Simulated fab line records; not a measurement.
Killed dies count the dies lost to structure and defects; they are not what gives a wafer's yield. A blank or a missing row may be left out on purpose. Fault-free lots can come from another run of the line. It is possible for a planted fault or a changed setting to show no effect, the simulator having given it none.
The tool behind it: which one? :: flow sky130 :: 45 wafers from 15 lots sampled at 2 of the route's 708 steps

== WHAT THE GAUGES SHOWED, per wafer ==
The record holds no reading of a measuring or inspecting step that can be judged against a usual standard deviation.

== WHICH TOOL RAN EACH LOT (tool, then ch and the chambers of the sampled wafers, then the start) ==
lot: L974
SKY_CONTACT_STRIP_19: plasmaAsher-04 ch 0,1, day 32 00:14
SKY_PAD_OPEN_PROBE_99: -

lot: L976
SKY_CONTACT_STRIP_19: plasmaAsher-01 ch 1, day 33 01:19
SKY_PAD_OPEN_PROBE_99: prober-02, day 46 17:02

lot: L978
SKY_CONTACT_STRIP_19: plasmaAsher-02 ch 0,1, day 33 15:38
SKY_PAD_OPEN_PROBE_99: prober-02, day 47 06:29

lot: L979
SKY_CONTACT_STRIP_19: plasmaAsher-01 ch 0,1, day 34 00:57
SKY_PAD_OPEN_PROBE_99: prober-02, day 47 13:26

lot: L981
SKY_CONTACT_STRIP_19: plasmaAsher-01 ch 0,1, day 34 04:18
SKY_PAD_OPEN_PROBE_99: prober-01, day 47 14:45

lot: L983
SKY_CONTACT_STRIP_19: plasmaAsher-02 ch 0,1, day 37 19:11
SKY_PAD_OPEN_PROBE_99: prober-01, day 50 04:56

lot: L984
SKY_CONTACT_STRIP_19: plasmaAsher-01 ch 0,1, day 37 19:41
SKY_PAD_OPEN_PROBE_99: prober-02, day 50 08:17

lot: L985
SKY_CONTACT_STRIP_19: plasmaAsher-02 ch 0,1, day 37 20:08
SKY_PAD_OPEN_PROBE_99: prober-01, day 50 08:37

lot: L988
SKY_CONTACT_STRIP_19: plasmaAsher-01 ch 1, day 37 20:24
SKY_PAD_OPEN_PROBE_99: prober-02, day 50 09:50

lot: L987
SKY_CONTACT_STRIP_19: plasmaAsher-01 ch 1, day 37 21:42
SKY_PAD_OPEN_PROBE_99: prober-01, day 50 10:14

lot: L991
SKY_CONTACT_STRIP_19: plasmaAsher-01 ch 0, day 37 22:28
SKY_PAD_OPEN_PROBE_99: -

lot: L990
SKY_CONTACT_STRIP_19: plasmaAsher-02 ch 0,1, day 37 22:49
SKY_PAD_OPEN_PROBE_99: -

lot: L993
SKY_CONTACT_STRIP_19: plasmaAsher-01 ch 0,1, day 38 02:22
SKY_PAD_OPEN_PROBE_99: -

lot: L994
SKY_CONTACT_STRIP_19: plasmaAsher-04 ch 0,1, day 38 06:47
SKY_PAD_OPEN_PROBE_99: -

lot: L995
SKY_CONTACT_STRIP_19: plasmaAsher-01 ch 0,1, day 38 13:42
SKY_PAD_OPEN_PROBE_99: -
- SKY_CONTACT_STRIP_19: strips in O2/N2.
- SKY_PAD_OPEN_PROBE_99

== AS READ BY THE TOOLS THEMSELVES (means over the sampled wafers that have a number; for cases with no such wafer, the mark the record gives instead) ==
SKY_CONTACT_STRIP_19.
lot: L974
tool: plasmaAsher-04
chamberPressureMTorr (mTorr): 1500.7
drypumpMotorCurrentA (A): 5.6
oesProductAu (a.u.): 0.375
stripTimeToEndpointS (s): 3.608

lot: L976
tool: plasmaAsher-01
chamberPressureMTorr (mTorr): 1500.2
drypumpMotorCurrentA (A): 5.3
oesProductAu (a.u.): 0.386
stripTimeToEndpointS (s): 3.631

lot: L978
tool: plasmaAsher-02
chamberPressureMTorr (mTorr): 1500.2
drypumpMotorCurrentA (A): 5.9
oesProductAu (a.u.): 0.380
stripTimeToEndpointS (s): 3.636

lot: L979
tool: plasmaAsher-01
chamberPressureMTorr (mTorr): 1500.7
drypumpMotorCurrentA (A): 6.2
oesProductAu (a.u.): 0.386
stripTimeToEndpointS (s): 3.667

lot: L981
tool: plasmaAsher-01
chamberPressureMTorr (mTorr): 1500.2
drypumpMotorCurrentA (A): 5.7
oesProductAu (a.u.): 0.380
stripTimeToEndpointS (s): 3.601

lot: L983
tool: plasmaAsher-02
chamberPressureMTorr (mTorr): 1501.4
drypumpMotorCurrentA (A): 5.9
oesProductAu (a.u.): 0.379
stripTimeToEndpointS (s): 3.620

lot: L984
tool: plasmaAsher-01
chamberPressureMTorr (mTorr): -
drypumpMotorCurrentA (A): -
oesProductAu (a.u.): -
stripTimeToEndpointS (s): -

lot: L985
tool: plasmaAsher-02
chamberPressureMTorr (mTorr): -
drypumpMotorCurrentA (A): -
oesProductAu (a.u.): -
stripTimeToEndpointS (s): -

lot: L988
tool: plasmaAsher-01
chamberPressureMTorr (mTorr): -
drypumpMotorCurrentA (A): -
oesProductAu (a.u.): -
stripTimeToEndpointS (s): -

lot: L987
tool: plasmaAsher-01
chamberPressureMTorr (mTorr): 1498.5
drypumpMotorCurrentA (A): 5.3
oesProductAu (a.u.): 0.379
stripTimeToEndpointS (s): 3.600

lot: L991
tool: plasmaAsher-01
chamberPressureMTorr (mTorr): 1497.8
drypumpMotorCurrentA (A): 6.6
oesProductAu (a.u.): 0.384
stripTimeToEndpointS (s): 3.593

lot: L990
tool: plasmaAsher-02
chamberPressureMTorr (mTorr): 1500.1
drypumpMotorCurrentA (A): 5.9
oesProductAu (a.u.): 0.382
stripTimeToEndpointS (s): 3.634

lot: L993
tool: plasmaAsher-01
chamberPressureMTorr (mTorr): 1500.0
drypumpMotorCurrentA (A): 5.7
oesProductAu (a.u.): 0.382
stripTimeToEndpointS (s): 3.622

lot: L994
tool: plasmaAsher-04
chamberPressureMTorr (mTorr): 1499.8
drypumpMotorCurrentA (A): 5.5
oesProductAu (a.u.): 0.383
stripTimeToEndpointS (s): 3.615

lot: L995
tool: plasmaAsher-01
chamberPressureMTorr (mTorr): 1499.7
drypumpMotorCurrentA (A): 6.1
oesProductAu (a.u.): 0.385
stripTimeToEndpointS (s): 3.660

SKY_PAD_OPEN_PROBE_99.
lot: L976
tool: prober-02
killed_at_M0_to_M3: 59
killed_at_M4_up: 3.0
killedAtContacts: 23
killedAtFrontEnd: 15
killedAtOther: 0.3
killedDies: 101
killedOnRim: 19
killedOpen: 57
killedShort: 44

lot: L978
tool: prober-02
killed_at_M0_to_M3: 39
killed_at_M4_up: 5.0
killedAtContacts: 25
killedAtFrontEnd: 15
killedAtOther: 0.3
killedDies: 84
killedOnRim: 18
killedOpen: 48
killedShort: 36

lot: L979
tool: prober-02
killed_at_M0_to_M3: 33
killed_at_M4_up: 2.3
killedAtContacts: 23
killedAtFrontEnd: 19
killedAtOther: 0.0
killedDies: 78
killedOnRim: 19
killedOpen: 43
killedShort: 35

lot: L981
tool: prober-01
killed_at_M0_to_M3: 49
killed_at_M4_up: 3.3
killedAtContacts: 21
killedAtFrontEnd: 14
killedAtOther: 0.3
killedDies: 87
killedOnRim: 17
killedOpen: 51
killedShort: 36

lot: L983
tool: prober-01
killed_at_M0_to_M3: 46
killed_at_M4_up: 3.7
killedAtContacts: 24
killedAtFrontEnd: 23
killedAtOther: 1.3
killedDies: 99
killedOnRim: 20
killedOpen: 58
killedShort: 40

lot: L984
tool: prober-02
killed_at_M0_to_M3: 41
killed_at_M4_up: 3.0
killedAtContacts: 429
killedAtFrontEnd: 19
killedAtOther: 0.7
killedDies: 492
killedOnRim: 96
killedOpen: 49
killedShort: 41

lot: L985
tool: prober-01
killed_at_M0_to_M3: 40
killed_at_M4_up: 2.3
killedAtContacts: 427
killedAtFrontEnd: 22
killedAtOther: 0.7
killedDies: 492
killedOnRim: 96
killedOpen: 52
killedShort: 38

lot: L988
tool: prober-02
killed_at_M0_to_M3: 44
killed_at_M4_up: 2.0
killedAtContacts: 430
killedAtFrontEnd: 16
killedAtOther: 0.3
killedDies: 492
killedOnRim: 96
killedOpen: 49
killedShort: 42

lot: L987
tool: prober-01
killed_at_M0_to_M3: 44
killed_at_M4_up: 3.3
killedAtContacts: 21
killedAtFrontEnd: 16
killedAtOther: 0.0
killedDies: 85
killedOnRim: 18
killedOpen: 46
killedShort: 39

== THE ANSWER, worked out from the rows above alone ==
Rule: usual is defined by the lots themselves. Put in order of their means at a reading, lots are off if they are a third of the lots or fewer, leave a main group of 4 or more, and stand apart from it by a gap of 3 or more times the standard deviation of the main group's means; of several such gaps the widest counts. Not used: any main group whose means are identical at the precision the tables above print for the reading. Also off: a lot with no number at a reading for which 4 or more lots have one. Any other lot the step has rows for is counted as sound. Order of review: gauges by route order, followed by the tools' own readings, for which a lot's mean as printed above is used. At the first step where some lot is off, the reading lying furthest off is the one used; lots without a number count as furthest.
Off, at SKY_CONTACT_STRIP_19 on chamberPressureMTorr: L984, L985, L988. Without a number there: L984, L985, L988. The main group has a mean of 1499.9 mTorr with a standard deviation of 0.92.
A tool fits if, at that step or a process step before it, it ran every lot that is off, and no sound lot after the first of them. None of those tried fits.

== WHAT THE SIMULATOR HAD PUT IN ==
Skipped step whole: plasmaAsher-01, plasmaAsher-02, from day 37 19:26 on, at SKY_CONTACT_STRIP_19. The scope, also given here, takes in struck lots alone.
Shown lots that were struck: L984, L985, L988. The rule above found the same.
